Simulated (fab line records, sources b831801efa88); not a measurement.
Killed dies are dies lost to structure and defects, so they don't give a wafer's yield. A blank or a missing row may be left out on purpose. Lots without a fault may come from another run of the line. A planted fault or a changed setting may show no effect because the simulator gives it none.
fab line records | flow sky130
record lots=6 wafers=18 last_day=50
route steps=708 shown SONOS_TUNNEL@156 SONOS_ONO@168 PAD_OPEN@708
lots that met no fault: from a run of the same line without faults
start_h: hours from the record's first day to the start of the lot's first wafer shown | wait_h: hours since the lot's step before | " the same as in the row above | L1.1+2: a row that stands for several wafers | - no value, or no start given | * or withheld: withheld | < > ~ a bound
route shown NAME@n: a module of which the file shows steps, and the number in the route of the first | usual: mean/standard deviation of fault-free wafers | same: alike in all rows | chamber/n: place in a boat | sites: the reading at each site | _std_site: their standard deviation | _edge_site: outer sites' mean less inner sites' | radius_mm: how far each site lies from the wafer's centre | mask NAME#n: copy n | behind: the tool/chamber that last shaped the wafer | hold: why the lot was held/for how many hours/how that ended | device: the transistor (n, p or np) that didn't switch | end of line: the same wafers' tests at the end of the route | a step without rows: its recipe alone | killed: dies lost to structure and defects at the first sort, not the wafer's yield | map: a wafer's dies, x killed, . not, _ none there
set.NAME: the setting as run; set.NAME@STEP: as run at that earlier step | model.NAME: the simulator's own value behind a step, which no gauge read
lots at some steps of the route; a table a step, a row a wafer
services: from which hour (start_h, from the record's first day; less than 0 if before it) a tool's chamber was out of use, for how many hours, and why
## steps
# step SKY_SONOS_TUNNEL_COAT_02
# recipe resist=NOVOLAK spin_rpm=3000 resist_thk_nm=1140
# step SKY_SONOS_TUNNEL_SOFTBAKE_03
# recipe temp_c=90 time_s=60 resist=NOVOLAK
# step SKY_SONOS_TUNNEL_EXPOSE_04
# recipe mask_id=TUNM na=0.6 source_shape=conventional sigma_outer=0.6 polarization=unpolarized target_cd_nm=410 dose_mj=136
# step SKY_SONOS_TUNNEL_PEB_05
# recipe temp_c=withheld time_s=* resist=NOVOLAK
# step SKY_SONOS_TUNNEL_DEVELOP_06
# recipe resist=NOVOLAK developer=TMAH develop_time_s=60 dev_temp_c=23
# step SKY_SONOS_TUNNEL_CD_MEAS_07
# recipe target_cd_nm=410
# usual cd_nm=409.3/2.1
# columns lot.wafer tool chamber start_h wait_h cd_nm
L629.1 cd_sem-02 - 268.28 0.1 408.3
L629.2 " - " " 408.1
L629.5 " - " " 408.7
L630.4 cd_sem-02 - 276.59 0.1 405.6
L630.5 " - " " 405.8
L630.6 " - " " 407.1
L631.3 cd_sem-01 - 281.27 0.1 409.3
L631.4 " - " " 410.1
L631.6 " - " " 407.8
L646.3 cd_sem-01 - 388.86 0.1 409.7
L646.4 " - " " 411.1
L646.5 " - " " 409.5
L648.3 cd_sem-01 - 406.57 0.1 409.3
L648.4 " - " " 409.1
L648.6 " - " " 409.4
L649.2 cd_sem-02 - 418.08 0.1 412.3
L649.3 " - " " 411.9
L649.4 " - " " 409.6
# step SKY_SONOS_TUNNEL_OVL_MEAS_08
# usual SONOS_TUNNEL_OVL=0.4/1.2
# columns lot.wafer tool chamber start_h wait_h SONOS_TUNNEL_OVL[nm]
L629.1 overlay-01 - 268.40 0.1 0.5
L629.2 " - " " -1.6
L629.5 " - " " -0.9
L630.4 overlay-01 - 276.67 0.1 0.9
L630.5 " - " " 1.4
L630.6 " - " " -1.0
L631.3 overlay-02 - 281.36 0.1 0.0
L631.4 " - " " 1.2
L631.6 " - " " -0.9
L646.3 overlay-01 - 388.95 0.1 1.5
L646.4 " - " " 1.2
L646.5 " - " " -0.6
L648.3 overlay-01 - 406.66 0.1 2.4
L648.4 " - " " 1.6
L648.6 " - " " 2.2
L649.2 overlay-01 - 418.19 0.1 2.3
L649.3 " - " " 0.9
L649.4 " - " " 2.6
# step SKY_SONOS_TUNNEL_IMPLANT_09
# recipe species=B energy_kev=20 dose_cm2=1e+12 tilt_deg=withheld
# step SKY_SONOS_TUNNEL_WET_ETCH_10
# recipe chemistry=dHF target_depth_nm=14 target=SiO2 dilution=100:1 temp_c=25 time_s=280
# step SKY_SONOS_TUNNEL_STRIP_11
# recipe chemistry=SPM time_s=600 temp_c=130
# step SKY_SONOS_TUNNEL_TW_MEAS_12
# usual SONOS_TUNNEL_TW=198.4/0.8
# columns lot.wafer tool chamber start_h wait_h SONOS_TUNNEL_TW
L629.1 film_metro-01 - 268.85 0.0 198.6
L629.2 " - " " 199.4
L629.5 " - " " 198.4
L630.4 film_metro-02 - 277.13 0.0 198.6
L630.5 " - " " 198.6
L630.6 " - " " 198.3
L631.3 film_metro-01 - 281.82 0.0 198.1
L631.4 " - " " 198.4
L631.6 " - " " 198.4
L646.3 film_metro-01 - 389.40 0.0 196.9
L646.4 " - " " 197.8
L646.5 " - " " 198.7
L648.3 film_metro-02 - 407.13 0.0 197.3
L648.4 " - " " 197.4
L648.6 " - " " 196.9
L649.2 film_metro-01 - 418.65 0.0 197.8
L649.3 " - " " 199.3
L649.4 " - " " 198.4
# step SKY_SONOS_TUNNEL_CLEAN_13
# recipe chemistry=dHF time_s=20 dilution=100:1 dry=ipa_marangoni
# step SKY_SONOS_ONO_OXIDATION_00
# recipe temp_c=800 ambient=O2 idle_temp_c=700 ramp_up_c_per_min=10 ramp_down_c_per_min=3 stabilise_s=600 purge_s=300 target_thk_a=26 ox_time_s=1249
# usual spike_tc_bottom_C=818.9/2.1 spike_tc_centre_C=800.7/1.1 spike_tc_lower_C=801.0/1.1 spike_tc_top_C=810.6/1.1 spike_tc_upper_C=800.4/1.2 tube_center_temp_C_max=802.0/0.35 zone_power_upper_pct=15.2/1.7
# columns lot.wafer tool chamber start_h wait_h spike_tc_bottom_C spike_tc_centre_C spike_tc_lower_C spike_tc_top_C spike_tc_upper_C tube_center_temp_C_max zone_power_upper_pct model.SiO2_of_SONOS_ONO_OXIDATION_00.thk_nm
L629.1 furnace-02 0 270.26 1.3 820.6 800.3 802.0 810.2 800.6 802.2 16.7 2.528
L629.2 " 0 " " 823.2 801.4 802.0 810.6 799.7 802.1 16.3 2.55
L629.5 " 0 " " 821.7 801.3 800.5 809.9 801.7 801.9 16.8 2.567
L630.4 furnace-02 0 277.17 0.0 825.7 808.9 809.2 817.8 808.0 802.0 17.0 2.868
L630.5 " 0 " " 828.3 808.4 810.2 818.4 808.4 802.4 16.8 2.889
L630.6 " 0 " " 826.2 808.2 810.7 817.0 808.9 801.7 16.6 2.864
L631.3 furnace-02 0 281.87 0.0 829.0 809.5 807.9 820.3 808.4 802.4 16.9 2.811
L631.4 " 0 " " 828.4 808.9 808.9 816.0 809.9 802.1 16.7 2.903
L631.6 " 0 " " 827.8 808.6 809.5 816.2 808.0 801.8 16.6 2.859
L646.3 furnace-02 0 389.46 0.0 820.2 799.5 801.7 810.4 801.2 802.3 16.5 2.647
L646.4 " 0 " " 817.9 800.6 801.7 808.7 798.6 801.4 16.4 2.623
L646.5 " 0 " " 819.0 801.6 801.5 812.6 801.3 802.3 16.4 2.673
L648.3 furnace-02 0 407.19 0.0 818.8 800.5 801.7 809.6 804.3 801.5 16.4 2.675
L648.4 " 0 " " 820.9 801.9 801.6 810.7 801.2 802.4 16.6 2.657
L648.6 " 0 " " 820.7 800.7 802.6 810.5 800.9 801.9 16.4 2.69
L649.2 furnace-02 0 418.72 0.0 819.5 797.9 800.4 810.9 801.3 802.0 16.5 2.612
L649.3 " 0 " " 820.1 800.9 800.5 811.0 799.9 801.7 16.2 2.611
L649.4 " 0 " " 817.6 802.0 800.4 810.8 800.7 801.8 16.3 2.603
# step SKY_SONOS_ONO_THK_MEAS_01
# recipe reads=SiO2_of_SONOS_ONO_OXIDATION_00
# usual SONOS_ONO_OXIDATION_THK=2.61/0.052
# columns lot.wafer tool chamber start_h wait_h SONOS_ONO_OXIDATION_THK[nm]
L629.1 film_metro-03 - 271.61 0.0 2.56
L629.2 " - " " 2.59
L629.5 " - " " 2.57
L630.4 film_metro-03 - 278.55 0.0 2.88
L630.5 " - " " 2.89
L630.6 " - " " 2.85
L631.3 film_metro-04 - 283.24 0.0 2.79
L631.4 " - " " 2.88
L631.6 " - " " 2.85
L646.3 film_metro-01 - 390.82 0.0 2.63
L646.4 " - " " 2.54
L646.5 " - " " 2.73
L648.3 film_metro-01 - 408.55 0.0 2.68
L648.4 " - " " 2.68
L648.6 " - " " 2.66
L649.2 film_metro-01 - 420.07 0.0 2.63
L649.3 " - " " 2.65
L649.4 " - " " 2.59
# step SKY_SONOS_ONO_CVD_02
# recipe material=Si3N4 precursor=DCS/NH3 target_thk_nm=10.5 temp_c=770 time_s=180 pressure_mtorr=250
# step SKY_PAD_OPEN_PROBE_99
# usual killed_at_M0_to_M3=44/7.1 killed_at_M4_up=3.3/1.8 killed_at_contacts=24/5.1 killed_at_front_end=16/4.7 killed_at_other=0.3/0.52 killed_dies=87/9.7 killed_open=47/6.8 killed_short=39/6.7
# same gross_dies=492 killed_at_back_side=0
# columns lot.wafer tool chamber start_h wait_h killed_at_M0_to_M3 killed_at_M4_up killed_at_contacts killed_at_front_end killed_at_other killed_dies killed_open killed_short model.etest.cap_ono.gate_log10_a_cm2 model.etest.cap_ono.tox_acc_nm model.etest.sonos_erased.vt_v model.etest.sonos_baked.vt_less_v
L629.1 prober-02 - 1083.85 0.1 37 5 24 16 0 82 43 39 -7.554 12.63 -2.409 -0.5729
L629.2 prober-02 - 1083.90 0.1 51 4 33 19 1 108 59 49 -7.765 12.79 -2.284 -0.4986
L629.5 prober-02 - 1084.05 0.2 46 3 16 20 0 85 45 40 -7.838 12.82 -2.33 -0.567
L630.4 prober-01 - 1089.39 0.2 39 2 24 13 1 79 41 38 -8.04 12.96 -2.147 -0.4377
L630.5 prober-01 - 1089.44 0.2 46 7 22 15 0 90 49 40 -8.024 12.98 -2.092 -0.425
L630.6 prober-01 - 1089.49 0.2 48 5 23 16 0 92 48 44 -8.193 13.06 -2.052 -0.386
L631.3 prober-02 - 1097.93 0.2 48 0 18 21 1 88 45 43 -8.442 13.31 -1.983 -0.3991
L631.4 prober-02 - 1097.98 0.2 36 3 25 15 1 80 42 37 -8.428 13.29 -1.972 -0.463
L631.6 prober-02 - 1098.08 0.2 44 3 24 16 0 87 51 36 -8.409 13.21 -1.963 -0.3562
L646.3 prober-01 - 1175.94 0.2 40 0 37 16 1 94 50 44 -8.157 13.07 -2.227 -0.4741
L646.4 prober-01 - 1175.99 0.2 32 3 26 10 0 71 46 25 -8.215 13.07 -2.144 -0.4666
L646.5 prober-01 - 1176.04 0.2 37 3 20 19 0 79 42 37 -8.265 13.12 -2.17 -0.4961
L648.3 prober-01 - 1188.25 0.2 36 3 19 18 0 76 42 34 -8.171 13.06 -2.195 -0.4954
L648.4 prober-01 - 1188.30 0.2 35 1 26 11 1 74 49 25 -8.158 13.08 -2.203 -0.4317
L648.6 prober-01 - 1188.40 0.2 50 1 23 11 0 85 40 44 -8.169 13.05 -2.17 -0.4583
L649.2 prober-02 - 1192.22 0.1 40 1 38 17 1 97 57 39 -8.263 13.18 -2.196 -0.3949
L649.3 prober-02 - 1192.27 0.2 43 1 28 11 1 84 41 42 -8.222 13.1 -2.171 -0.4892
L649.4 prober-02 - 1192.32 0.2 31 1 25 13 2 72 44 26 -8.237 13.14 -2.201 -0.4654
# killed by level:class
L629.1 CONTACT:geometric_particle:open=8 CONTACT:geometric_particle:short=8 FIELD_ISO:geometric_particle:open=7 VIA1:geometric_particle:open=7 LI_CONTACT:geometric_particle:open=6 FIELD_ISO:geometric_particle:short=5 METAL1:geometric_particle:short=5 METAL2:geometric_particle:short=4
L629.2 LI_CONTACT:geometric_particle:open=12 CONTACT:geometric_particle:open=12 METAL2:geometric_particle:short=10 FIELD_ISO:geometric_particle:open=8 VIA1:geometric_particle:open=7 VIA2:geometric_particle:open=7 VIA3:geometric_particle:open=6 METAL1:geometric_particle:short=6
L629.5 VIA1:geometric_particle:open=9 VIA3:geometric_particle:open=7 FIELD_ISO:geometric_particle:open=6 FIELD_ISO:geometric_particle:short=6 CONTACT:geometric_particle:open=5 VIA2:geometric_particle:short=5 CONTACT:geometric_particle:short=4 METAL1:geometric_particle:open=4
L630.4 CONTACT:geometric_particle:open=9 METAL2:geometric_particle:short=9 CONTACT:geometric_particle:short=8 METAL1:geometric_particle:short=6 VIA2:geometric_particle:open=6 POLY_GATE:geometric_particle:open=4 LI_CONTACT:geometric_particle:open=4 VIA1:geometric_particle:open=4
L630.5 LI_CONTACT:geometric_particle:open=8 VIA1:geometric_particle:open=8 VIA3:geometric_particle:open=8 VIA2:geometric_particle:open=8 CONTACT:geometric_particle:open=6 VIA1:geometric_particle:short=6 METAL1:geometric_particle:short=5 FIELD_ISO:geometric_particle:short=4
L630.6 VIA1:geometric_particle:open=10 VIA2:geometric_particle:open=9 METAL2:geometric_particle:short=7 VIA3:geometric_particle:open=7 LI_CONTACT:geometric_particle:open=6 FIELD_ISO:geometric_particle:open=5 LI_CONTACT:geometric_particle:short=5 CONTACT:geometric_particle:short=5
L631.3 VIA1:geometric_particle:open=10 VIA2:geometric_particle:open=8 VIA3:geometric_particle:open=7 METAL1:geometric_particle:short=6 LOCAL_INTERCONNECT:geometric_particle:short=5 POLY_GATE:geometric_particle:open=5 POLY_GATE:geometric_particle:short=5 LI_CONTACT:geometric_particle:open=5
L631.4 VIA1:geometric_particle:open=7 VIA3:geometric_particle:open=6 CONTACT:geometric_particle:open=6 CONTACT:geometric_particle:short=6 METAL1:geometric_particle:short=6 FIELD_ISO:geometric_particle:open=5 LI_CONTACT:geometric_particle:open=5 LI_CONTACT:geometric_particle:short=5
L631.6 CONTACT:geometric_particle:open=10 METAL2:geometric_particle:short=9 VIA3:geometric_particle:open=9 VIA2:geometric_particle:open=8 VIA1:geometric_particle:open=6 FIELD_ISO:geometric_particle:open=5 LOCAL_INTERCONNECT:geometric_particle:short=5 LI_CONTACT:geometric_particle:open=4
L646.3 CONTACT:geometric_particle:open=17 LI_CONTACT:geometric_particle:open=8 METAL1:geometric_particle:short=6 VIA1:geometric_particle:open=6 VIA1:geometric_particle:short=6 METAL2:geometric_particle:short=6 FIELD_ISO:geometric_particle:open=5 LI_CONTACT:geometric_particle:short=5
L646.4 CONTACT:geometric_particle:open=12 VIA1:geometric_particle:short=8 LI_CONTACT:geometric_particle:open=7 VIA3:geometric_particle:open=6 VIA1:geometric_particle:open=5 CONTACT:geometric_particle:short=3 POLY_GATE:geometric_particle:open=3 LOCAL_INTERCONNECT:geometric_particle:short=3
L646.5 CONTACT:geometric_particle:open=9 VIA1:geometric_particle:open=8 FIELD_ISO:geometric_particle:short=6 VIA3:geometric_particle:open=6 POLY_GATE:geometric_particle:short=5 LI_CONTACT:geometric_particle:open=5 FIELD_ISO:geometric_particle:open=4 VIA2:geometric_particle:open=4
L648.3 VIA1:geometric_particle:open=10 LI_CONTACT:geometric_particle:open=7 FIELD_ISO:geometric_particle:open=6 CONTACT:geometric_particle:open=5 METAL2:geometric_particle:short=5 FIELD_ISO:geometric_particle:short=4 VIA3:geometric_particle:short=4 POLY_GATE:geometric_particle:open=4
L648.4 CONTACT:geometric_particle:open=12 VIA3:geometric_particle:open=8 VIA1:geometric_particle:open=7 VIA2:geometric_particle:open=7 LI_CONTACT:geometric_particle:open=5 FIELD_ISO:geometric_particle:open=4 METAL2:geometric_particle:short=4 POLY_GATE:geometric_particle:open=3
L648.6 CONTACT:geometric_particle:open=11 VIA2:geometric_particle:open=10 VIA2:geometric_particle:short=7 VIA1:geometric_particle:short=6 METAL2:geometric_particle:short=6 VIA3:geometric_particle:open=6 CONTACT:geometric_particle:short=5 METAL1:geometric_particle:short=5
L649.2 CONTACT:geometric_particle:open=15 VIA3:geometric_particle:open=9 LI_CONTACT:geometric_particle:open=8 VIA1:geometric_particle:open=8 LOCAL_INTERCONNECT:geometric_particle:short=6 FIELD_ISO:geometric_particle:short=5 POLY_GATE:geometric_particle:short=5 CONTACT:geometric_particle:short=5
L649.3 CONTACT:geometric_particle:open=11 METAL3:geometric_particle:short=8 VIA1:geometric_particle:open=8 METAL2:geometric_particle:short=7 LI_CONTACT:geometric_particle:open=6 FIELD_ISO:geometric_particle:open=4 LI_CONTACT:geometric_particle:short=4 LOCAL_INTERCONNECT:geometric_particle:short=4
L649.4 CONTACT:geometric_particle:open=11 VIA1:geometric_particle:open=8 VIA2:geometric_particle:open=7 FIELD_ISO:geometric_particle:open=6 LOCAL_INTERCONNECT:geometric_particle:short=5 VIA3:geometric_particle:open=5 LI_CONTACT:geometric_particle:open=4 CONTACT:geometric_particle:short=4
## services
# columns tool chamber start_h hours kind
furnace-02 - 308.29 4.1 pm
## key
first_sign step=SKY_SONOS_ONO_OXIDATION_00 reading=spike_tc_lower_C direction=up sigmas=7.8 usual=801.0 struck=809.4
effect step=SKY_SONOS_ONO_OXIDATION_00 reading=spike_tc_centre_C direction=up sigmas=7.2 usual=800.7 struck=808.8
effect step=SKY_SONOS_ONO_THK_MEAS_01 reading=SONOS_ONO_OXIDATION_THK direction=up sigmas=4.7 usual=2.61 struck=2.86
model_effect step=SKY_SONOS_ONO_OXIDATION_00 value=SiO2_of_SONOS_ONO_OXIDATION_00.thk_nm without=2.577 struck=2.866
model_effect step=SKY_PAD_OPEN_PROBE_99 value=etest.cap_ono.gate_log10_a_cm2 without=-7.882 struck=-8.256
met_at SKY_SONOS_ONO_OXIDATION_00
struck_wafers L630.4,L630.5,L630.6,L631.3,L631.4,L631.6
tester_left_out L630,L631
onset_between 270.26 277.17
fault kind=process_parameter_drift tool=furnace-02 chamber=- onset_h=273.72 steps=SKY_SONOS_ONO_OXIDATION_00 channel=temp_c offset=* shape=step end_h=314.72 acts_in=* stated=*
# tester_left_out: of these lots the tester's yield and bins aren't shown, on N5 and GAA mostly nor the transistor test; their killed dies are dies lost to structure and defects alone, not to doping, threshold or leakage, so they don't give the yield
